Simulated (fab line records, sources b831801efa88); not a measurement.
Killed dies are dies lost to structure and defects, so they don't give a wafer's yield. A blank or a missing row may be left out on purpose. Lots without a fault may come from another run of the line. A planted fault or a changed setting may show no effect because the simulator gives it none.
Which tool did it? | flow sky130 | 6 lots, 18 wafers sampled, at 2 steps of a route of 708

WHAT THE GAUGES READ, wafer by wafer
SKY_FIELD_ISO_THK_MEAS_25.
lot  | measured    | on            | FIELD_ISO_CVD_24_THK (nm)
L236 | day 2 11:02 | film_metro-02 | 598 605 616
L238 | day 2 22:47 | film_metro-02 | 597 607 599
L245 | day 4 18:19 | film_metro-01 | 596 592 597
L249 | day 5 07:22 | film_metro-02 | 602 589 592
L255 | day 6 15:16 | film_metro-01 | 871 875 875
L258 | day 7 09:11 | film_metro-03 | 602 591 594

WHICH TOOL RAN EACH LOT (tool, then ch and the chambers of the sampled wafers, then the start)
lot  | SKY_FIELD_ISO_CVD_24
L236 | hdpcvd-02 ch 0,1,2, day 2 10:58
L238 | hdpcvd-01 ch 0,1,2, day 2 22:43
L245 | hdpcvd-02 ch 0,1, day 4 18:15
L249 | hdpcvd-02 ch 1,2, day 5 07:16
L255 | hdpcvd-01 ch 0,1,2, day 6 15:12
L258 | hdpcvd-02 ch 0,1,2, day 7 09:07
- SKY_FIELD_ISO_CVD_24: deposits SiO2, target thk 595 nm, time 99.2 s.

THE ANSWER, worked out from the rows above alone
Rule: what is usual is taken from the lots themselves. Put in order of their means at a reading, lots are off if they are a third of the lots or fewer, leave a main group of 4 or more, and stand apart from it by a gap of 3 or more times the standard deviation of the main group's means; of several such gaps the widest counts. A main group whose means are all the same, to the digits that the tables above print for the reading, isn't used. A lot without any number at a reading at which 4 lots or more have one is off too. The other lots that the step has rows for count as sound.
Off: L255, at SKY_FIELD_ISO_THK_MEAS_25 (FIELD_ISO_CVD_24_THK). The main group: mean 598 nm, standard deviation 4.6.
A tool fits if, at a process step before that reading, it ran every lot that is off, and no sound lot after the first of them. The gauges at SKY_FIELD_ISO_THK_MEAS_25 are tried like those tools. Can't be told from this: 2 tools fit, hdpcvd-01 at SKY_FIELD_ISO_CVD_24, film_metro-01 at SKY_FIELD_ISO_THK_MEAS_25.

WHAT THE SIMULATOR HAD PUT IN
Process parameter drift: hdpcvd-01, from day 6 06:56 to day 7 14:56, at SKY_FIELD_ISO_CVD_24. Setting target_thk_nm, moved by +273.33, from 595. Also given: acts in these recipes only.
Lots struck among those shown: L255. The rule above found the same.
